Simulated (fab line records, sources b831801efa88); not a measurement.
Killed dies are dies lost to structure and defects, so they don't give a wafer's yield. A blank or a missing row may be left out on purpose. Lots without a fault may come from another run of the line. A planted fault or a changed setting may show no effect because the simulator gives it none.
Which tool did it? | flow gf180mcu | 13 lots, 39 wafers sampled, at 6 steps of a route of 602

WHAT THE GAUGES READ, wafer by wafer
GF_STI_BOW_MEAS_00. Usual: INCOMING_BOW -1 um, standard deviation 6.5.
lot  | measured    | on            | INCOMING_BOW (um) | flag
L772 | day 1 10:00 | film_metro-03 | -6 5 1            |
L773 | day 1 15:00 | film_metro-03 | -7 1 -6           |
L774 | day 1 20:01 | film_metro-02 | -13 2 -3          |
L776 | day 2 06:00 | film_metro-02 | 5 5 3             |
L777 | day 2 11:00 | film_metro-03 | -12 2 1           |
L779 | day 2 21:00 | film_metro-03 | 1 -2 -2           |
L780 | day 3 02:00 | film_metro-03 | 7 -4 -2           |
L781 | day 3 07:00 | film_metro-03 | 3 -7 10           |
L784 | day 3 22:00 | film_metro-04 | 7 -12 -2          |
L785 | day 4 03:00 | film_metro-02 | -2 -16 -1         |
L786 | day 4 08:00 | film_metro-02 | 0 3 -9            |
L787 | day 4 13:00 | film_metro-02 | -10 -1 -1         |
L792 | day 5 14:00 | film_metro-02 | 5 -10 2           |

GF_STI_THK_MEAS_04. Usual: STI_CVD_03_THK 206.9 nm, standard deviation 2.1.
lot  | measured    | on            | STI_CVD_03_THK (nm) | flag
L772 | day 1 13:34 | film_metro-02 | 205.8 205.4 204.8   |
L773 | day 1 18:44 | film_metro-04 | 206.4 204.8 203.9   |
L774 | day 1 23:34 | film_metro-04 | 203.9 204.7 205.6   |
L776 | day 2 11:08 | film_metro-03 | 204.6 204.8 204.4   |
L777 | day 2 15:29 | film_metro-02 | 204.4 204.0 203.9   |
L779 | day 3 03:23 | film_metro-04 | 207.1 205.7 206.8   |
L780 | day 3 06:54 | film_metro-02 | 211.6 211.4 212.5   |
L781 | day 3 10:34 | film_metro-02 | 208.0 209.3 207.5   |
L784 | day 4 05:52 | film_metro-04 | 409.5 409.6 411.2   | OFF
L785 | day 4 14:39 | film_metro-02 | 417.0 418.4 415.7   | OFF
L786 | day 4 13:30 | film_metro-04 | 209.3 207.7 209.2   |
L787 | day 4 17:08 | film_metro-02 | 207.0 207.6 207.1   |
L792 | day 5 18:24 | film_metro-03 | 205.1 205.1 205.8   |

GF_VT_IMPLANT_RS_MEAS_47: measures by four-point-probe. Usual: NWELL_RS 487.8 ohm/sq, standard deviation 1.3.
lot  | measured     | on            | NWELL_RS (ohm/sq) | flag
L772 | day 7 16:53  | film_metro-04 | 488.1 486.2 487.3 |
L773 | day 7 20:46  | film_metro-01 | 488.2 486.6 487.2 |
L774 | day 8 03:49  | film_metro-01 | 488.6 488.7 486.7 |
L776 | day 8 19:53  | film_metro-03 | 486.4 486.9 486.2 |
L777 | day 9 01:07  | film_metro-04 | 487.7 487.3 487.3 |
L779 | day 9 15:46  | film_metro-03 | 487.5 488.1 488.2 |
L780 | day 9 23:41  | film_metro-03 | 488.5 488.6 487.4 |
L781 | day 10 08:11 | film_metro-01 | 489.7 489.3 489.2 |
L786 | day 11 14:50 | film_metro-04 | 487.1 487.2 487.1 |
L787 | day 11 17:47 | film_metro-04 | 488.2 489.1 488.0 |
L792 | day 13 07:46 | film_metro-01 | 487.1 489.0 487.3 |

GF_POLY_GATE_OVL_MEAS_11. Usual: POLY_GATE_OVL 2 nm, standard deviation 6.
lot  | measured     | on         | POLY_GATE_OVL (nm) | flag
L772 | day 9 07:14  | overlay-02 | 1 5 -3             |
L773 | day 9 12:46  | overlay-01 | 2 8 7              |
L774 | day 9 19:24  | overlay-01 | -6 6 3             |
L776 | day 10 13:05 | overlay-02 | 15 12 11           |
L777 | day 10 18:25 | overlay-01 | 6 0 6              |
L779 | day 11 10:58 | overlay-01 | 0 2 13             |
L780 | day 11 19:31 | overlay-01 | 4 6 6              |
L781 | day 12 02:49 | overlay-02 | 10 5 7             |
L786 | day 13 12:50 | overlay-01 | 3 2 3              |
L787 | day 13 17:28 | overlay-01 | -1 -2 7            |
L792 | day 15 08:20 | overlay-02 | -10 3 -8           |

WHICH TOOL RAN EACH LOT (tool, then ch and the chambers of the sampled wafers, then the start)
lot  | GF_STI_CVD_03                                             | GF_STI_ETCH_13
L772 | lpcvd-01 ch 1, day 1 11:34                                | rie_diel-03 ch 0,1,2, day 2 01:20
L773 | lpcvd-02 ch 1, day 1 16:44                                | rie_diel-03 ch 0,1,3, day 2 06:23
L774 | lpcvd-02 ch 0, day 1 21:34                                | rie_diel-02 ch 1,2, day 2 11:11
L776 | lpcvd-02 ch 1, day 2 09:09                                | rie_diel-01 ch 0,2,3, day 2 23:38
L777 | lpcvd-02 ch 0, day 2 13:30                                | rie_diel-03 ch 1,2,3, day 3 04:05
L779 | lpcvd-02 ch 0, day 3 01:24                                | rie_diel-01 ch 0,1, day 3 16:02
L780 | lpcvd-01 ch 1, day 3 03:55                                | rie_diel-02 ch 0,2,3, day 3 19:53
L781 | lpcvd-01 ch 1, day 3 08:34                                | rie_diel-02 ch 0,1, day 4 00:08
L784 | lpcvd-02 ch 1, day 4 01:43                                | rie_diel-02 ch 1,2,3, day 4 16:53
L785 | lpcvd-02 ch 1, day 4 09:00 and lpcvd-01 ch 1, day 4 12:40 | rie_diel-01 ch 1,2, day 5 01:17
L786 | lpcvd-02 ch 1, day 4 11:31                                | rie_diel-03 ch 1,2, day 5 03:17
L787 | lpcvd-01 ch 0, day 4 15:10                                | rie_diel-03 ch 1,2,3, day 5 07:47
L792 | lpcvd-02 ch 0, day 5 16:25                                | rie_diel-01 ch 0,1,3, day 6 09:38
- GF_STI_CVD_03: deposits Si3N4 from DCS/NH3, target thk 207.16 nm, time 3551 s.
- GF_STI_ETCH_13: etches the open film in CHF3/O2, stops on Si, target depth 282.31 nm, time 112.9 s.

WHAT THE TOOLS THEMSELVES READ (means of the sampled wafers that have a number; where no wafer has one, the mark that the record gives instead)
GF_STI_CVD_03. Usual: pressure_mtorr 250.0 mTorr, standard deviation 0.46; spike_tc_centre_C 769.5 C, standard deviation 1.2; zone_power_centre_pct 14.4 %, standard deviation 0.79.
lot  | tool              | pressure_mtorr (mTorr) | spike_tc_centre_C (C) | zone_power_centre_pct (%) | flag
L772 | lpcvd-01          | 249.5                  | 768.8                 | 15.8                      |
L773 | lpcvd-02          | 249.8                  | 769.4                 | 13.8                      |
L774 | lpcvd-02          | 249.7                  | 768.4                 | 13.8                      |
L776 | lpcvd-02          | 250.3                  | 770.1                 | 13.9                      |
L777 | lpcvd-02          | 250.5                  | 768.3                 | 13.7                      |
L779 | lpcvd-02          | 249.5                  | 769.0                 | 13.8                      |
L780 | lpcvd-01          | 250.4                  | 768.9                 | 15.8                      |
L781 | lpcvd-01          | 249.8                  | 770.5                 | 15.9                      |
L784 | lpcvd-02          | 250.7                  | 770.5                 | 13.8                      |
L785 | lpcvd-02/lpcvd-01 | 249.7                  | 770.3                 | 14.9                      |
L786 | lpcvd-02          | 250.0                  | 770.8                 | 13.8                      |
L787 | lpcvd-01          | 249.9                  | 769.3                 | 15.0                      |
L792 | lpcvd-02          | 250.0                  | 768.7                 | 13.6                      |

GF_STI_ETCH_13. Usual: drypump_motor_current_A 5.6 A, standard deviation 0.47; oes_product_au 0.833 a.u., standard deviation 0.0071; throttle_valve_pct 8.809 %, standard deviation 0.0083.
lot  | tool        | drypump_motor_current_A (A) | oes_product_au (a.u.) | throttle_valve_pct (%) | flag
L772 | rie_diel-03 | 5.6                         | 0.828                 | 8.804                  |
L773 | rie_diel-03 | 5.4                         | 0.824                 | 8.801                  |
L774 | rie_diel-02 | 5.4                         | 0.828                 | 8.813                  |
L776 | rie_diel-01 | 5.9                         | 0.823                 | 8.803                  |
L777 | rie_diel-03 | 5.3                         | 0.825                 | 8.808                  |
L779 | rie_diel-01 | 5.7                         | 0.830                 | 8.806                  |
L780 | rie_diel-02 | 5.8                         | 0.848                 | 8.815                  |
L781 | rie_diel-02 | 5.7                         | 0.834                 | 8.818                  |
L784 | rie_diel-02 | 5.4                         | 1.005                 | 8.868                  | OFF
L785 | rie_diel-01 | 6.1                         | 1.019                 | 8.865                  | OFF
L786 | rie_diel-03 | 5.5                         | 0.841                 | 8.812                  |
L787 | rie_diel-03 | 5.3                         | 0.837                 | 8.806                  |
L792 | rie_diel-01 | 5.7                         | 0.825                 | 8.807                  |

THE ANSWER, worked out from the rows above alone
Rule: a lot is off if the mean of its wafers that have a number lies more than 3 standard deviations from the usual mean. A lot without any number at a reading at which 4 lots or more have one is off too. The other lots that the step has rows for count as sound. The gauges are gone through in route order, then the tools' own readings, and for those a lot's mean is taken as printed above. The first step at which some lot is off is used, and at that step the reading that is off furthest; a lot without a number counts as furthest.
Off: L784, L785, at GF_STI_THK_MEAS_04 (STI_CVD_03_THK).
A tool fits if, at a process step before that reading, it ran every lot that is off, and no sound lot after the first of them. The gauges at GF_STI_THK_MEAS_04 aren't tried: what is off there is off at GF_STI_ETCH_13 too, on other tools, and a gauge's error can't cause that. None of those tried fits.

WHAT THE SIMULATOR HAD PUT IN
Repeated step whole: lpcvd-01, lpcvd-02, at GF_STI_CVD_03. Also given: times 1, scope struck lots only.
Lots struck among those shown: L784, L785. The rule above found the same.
